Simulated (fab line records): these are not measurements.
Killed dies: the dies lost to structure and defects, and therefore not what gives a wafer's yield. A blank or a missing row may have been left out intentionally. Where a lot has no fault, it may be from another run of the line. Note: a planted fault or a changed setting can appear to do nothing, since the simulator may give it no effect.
The tool behind it: which one? | flow sky130 | Sampling: 6 lots, 18 wafers, 2 of 708 route steps

## WHAT THE GAUGES SHOWED, per wafer
SKY_LDD_P_CD_MEAS_07 targets a cd of 380 nm.
lot  | measured     | on        | cd nm (nm)
L952 | day 20 01:11 | cd sem-02 | 379.6 375.6 377.3
L954 | day 20 14:57 | cd sem-01 | 378.4 377.5 378.2
L957 | day 22 05:03 | cd sem-01 | 379.8 380.3 381.9
L960 | day 22 23:21 | cd sem-01 | 383.2 381.1 383.8
L967 | day 25 08:13 | cd sem-01 | 381.4 381.1 381.5
L972 | day 26 20:58 | cd sem-01 | 378.8 375.4 376.4

## WHAT TOOL EACH LOT RAN ON (gives the tool, then ch and the chambers of the sampled wafers, and finally the start)
lot  | SKY_POLY_GATE_ETCH_16
L952 | rie diel-04 ch 1,2,3, day 17 08:43
L954 | rie diel-01 ch 0,1,2, day 17 21:10
L957 | rie diel-01 ch 0,1,2, day 19 12:13
L960 | rie diel-03 ch 0,2, day 20 08:26
L967 | rie diel-01 ch 0,1,2, day 22 17:49
L972 | rie diel-03 ch 0,1,2, day 24 07:49
- SKY_POLY_GATE_ETCH_16: etches Si3N4 in CH3F/O2, stops on poly-Si, time 147.5 s, target depth 75 nm.

## THE ANSWER, worked out from the rows above alone
Rule: what is usual is taken from the lots themselves. The widest of any qualifying gaps counts: lots, ordered by their means at a reading, are off when they make up no more than a third of the lots, leave a main group of 4 or more, and stand apart from it by 3 or more times the standard deviation of that group's means. If all means in a main group match to the digits the tables above print for the reading, that group is not used. Also off: a lot with no number at a reading for which 4 or more lots have one. All remaining lots with rows at the step are treated as sound.
No lot is off at any reading shown: from this, nothing can be told.

## WHAT HAD BEEN PUT IN BY THE SIMULATOR
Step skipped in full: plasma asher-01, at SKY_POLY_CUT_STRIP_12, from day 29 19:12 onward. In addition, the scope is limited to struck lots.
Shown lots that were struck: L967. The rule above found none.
